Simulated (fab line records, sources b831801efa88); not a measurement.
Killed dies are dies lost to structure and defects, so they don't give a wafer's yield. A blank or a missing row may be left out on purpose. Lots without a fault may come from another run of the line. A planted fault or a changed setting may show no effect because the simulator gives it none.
A struck lot beside a sound one | flow sky130 | 28 steps out of a route of 708
Sound: wafers L805.1, L805.2, L805.3. Struck: wafers L798.2, L798.3, L798.5. The cause comes at the end.
At each step with rows: each side's tool, then ch and its chambers, then its first start. Under that, the readings that differ: sound wafers | struck wafers | difference of the means | sigmas: that difference in standard deviations of wafers without a fault.
alike: readings whose means differ by less than 2 such deviations, and words and numbers that are the same on both sides. not compared: withheld readings, readings that some wafer has no value for, bounds like >300 that may hide the same value, and numbers for which the record gives no deviation and whose values overlap.
The two part at a step that has a row with sigmas, a row that says differs or no value, or rows on one side only. Numbers that don't overlap but have no deviation are shown without sigmas and don't part them. A reading that every wafer of one side lacks parts them only if that side has two wafers or more.

first, 1 step without rows for these wafers: SKY_VT_ADJUST_LVTN_IMPLANT_08.
SKY_VT_ADJUST_LVTN_STRIP_09: strips in O2/N2.
  sound on plasma_asher-01 ch 0,1, day 10 13:10; struck on plasma_asher-03 ch 0,1, day 8 10:27
  reading                     | sound       | struck      | difference | sigmas
  drypump_motor_current_A (A) | 5.7 6.0 5.7 | 6.7 6.7 6.7 | +0.9       | +2
  alike: chamber_pressure_mTorr, oes_product_au, strip_time_to_endpoint_s
  not compared: rf_hours_counter_h
SKY_VT_ADJUST_LVTN_TW_MEAS_10:
  sound on film_metro-03, day 10 13:16; struck on film_metro-01, day 8 10:34
  alike: VT_ADJUST_LVTN_TW
then, 7 steps without rows for these wafers: SKY_VT_ADJUST_LVTN_DEHYDRATE_11 (time 60 s); SKY_VT_ADJUST_LVTN_HMDS_12 (prime time 60 s); SKY_VT_ADJUST_LVTN_COAT_13 (resist thk 1140 nm); SKY_VT_ADJUST_LVTN_SOFTBAKE_14 (time 60 s); SKY_VT_ADJUST_LVTN_EXPOSE_15 (exposes mask HVN STD DERIVED, target cd 600 nm); SKY_VT_ADJUST_LVTN_PEB_16; SKY_VT_ADJUST_LVTN_DEVELOP_17 (develop time 60 s).
SKY_VT_ADJUST_LVTN_OVL_MEAS_18:
  sound on overlay-02, day 11 11:59; struck on overlay-01, day 9 07:04
  alike: VT_ADJUST_LVTN_01_OVL
then, 1 step without rows for these wafers: SKY_VT_ADJUST_LVTN_IMPLANT_19.
SKY_VT_ADJUST_LVTN_STRIP_20: strips in O2/N2.
  sound on plasma_asher-04 ch 0,1, day 11 12:10; struck on plasma_asher-04 ch 0,1, day 9 07:14
  no value came back on the struck wafers for chamber_pressure_mTorr (mTorr), drypump_motor_current_A (A), oes_product_au (a.u.), strip_time_to_endpoint_s (s); on the sound wafers chamber_pressure_mTorr (mTorr) reads 1499.8 1499.1 1500.7
  reading                                             | sound | struck         | difference | sigmas
  model.NOVOLAK_of_VT_ADJUST_LVTN_COAT_13.thk_nm (nm) | 0 0 0 | 1139 1139 1131 | +1136      |
  not compared: rf_hours_counter_h
SKY_VT_ADJUST_LVTN_TW_MEAS_21:
  sound on film_metro-01, day 11 12:16; struck on film_metro-04, day 9 07:21
  reading             | sound             | struck            | difference | sigmas
  VT_ADJUST_LVTN_2_TW | 186.2 185.8 187.5 | 189.9 189.9 189.4 | +3.2       | +2
then, 7 steps without rows for these wafers: SKY_VT_ADJUST_NCORE_DEHYDRATE_00 (time 60 s); SKY_VT_ADJUST_NCORE_HMDS_01 (prime time 60 s); SKY_VT_ADJUST_NCORE_COAT_02 (resist thk 1140 nm); SKY_VT_ADJUST_NCORE_SOFTBAKE_03 (time 60 s); SKY_VT_ADJUST_NCORE_EXPOSE_04 (exposes mask LVTN COMPLEMENT THIN, target cd 380 nm); SKY_VT_ADJUST_NCORE_PEB_05; SKY_VT_ADJUST_NCORE_DEVELOP_06 (develop time 60 s).
SKY_VT_ADJUST_NCORE_CD_MEAS_07: target cd 380 nm.
  sound on cd_sem-02, day 12 11:22; struck on cd_sem-02, day 10 04:31
  alike: cd_nm
SKY_VT_ADJUST_NCORE_OVL_MEAS_08:
  sound on overlay-01, day 12 11:29; struck on overlay-02, day 10 04:38
  alike: VT_ADJUST_NCORE_OVL
then, 1 step without rows for these wafers: SKY_VT_ADJUST_NCORE_IMPLANT_09.
SKY_VT_ADJUST_NCORE_STRIP_10: strips in O2/N2.
  sound on plasma_asher-02 ch 0,1, day 12 11:41; struck on plasma_asher-02 ch 1, day 10 04:49
  reading                      | sound             | struck            | difference | sigmas
  strip_time_to_endpoint_s (s) | 14.14 14.14 14.12 | 31.19 31.21 31.03 | +17.01     | +99 or more
  alike: chamber_pressure_mTorr, drypump_motor_current_A, oes_product_au
  not compared: rf_hours_counter_h
SKY_VT_ADJUST_NCORE_TW_MEAS_11:
  sound on film_metro-04, day 12 11:47; struck on film_metro-04, day 10 04:55
  reading            | sound             | struck         | difference | sigmas
  VT_ADJUST_NCORE_TW | 221.4 220.3 219.8 | 29.9 30.0 30.1 | -190.5     | -99 or more
then, 1 step without rows for these wafers: SKY_VT_ADJUST_HVTR_DEHYDRATE_00 (time 60 s).
-- the record jumps here: 37 days lie between the struck wafers' starts before and after (it left off in module VT_ADJUST_HVTR and takes up again in module PAD_OPEN, whose first step shown is number 708 of the route) --
SKY_PAD_OPEN_PROBE_99:
  sound on prober-02, day 48 16:05; struck on prober-01, day 46 17:26
  reading                                | sound                         | struck                        | difference | sigmas
  model.etest.pfet_16v.r_on_ohm_um       | 1.486e+04 1.496e+04 1.456e+04 | 1.66e+04 1.699e+04 1.662e+04  | +1.94e+03  |
  model.etest.nfet_16v.r_on_ohm_um       | 1.404e+04 1.399e+04 1.392e+04 | 1.217e+04 1.226e+04 1.216e+04 | -1.787e+03 |
  model.etest.pfet_g5v0d10v5.r_on_ohm_um | 4803 4717 4786                | 5936 5960 6034                | +1208      |
  model.etest.tip_p.rs_ohm_sq            | 6712 6739 6608                | 7584 7583 7605                | +904       |
  model.etest.pfet_01v8.r_on_ohm_um      | 2831 2815 2837                | 3297 3314 3317                | +482       |
  model.etest.tip_p_5v.rs_ohm_sq         | 2870 2854 2840                | 3091 3096 3096                | +240       |
  model.etest.pfet_g5v0d10v5.drive_ua_um | 339.4 343.8 339.9             | 250.2 253.8 247.6             | -90.5      |
  model.etest.nfet_01v8.drive_ua_um      | 502.3 492.6 502.7             | 592.8 598.3 603.6             | +99.0      |

WHERE THEY PART
First at SKY_VT_ADJUST_LVTN_STRIP_09; last, within this record, at SKY_VT_ADJUST_NCORE_TW_MEAS_11.

WHY: what the simulator had put in
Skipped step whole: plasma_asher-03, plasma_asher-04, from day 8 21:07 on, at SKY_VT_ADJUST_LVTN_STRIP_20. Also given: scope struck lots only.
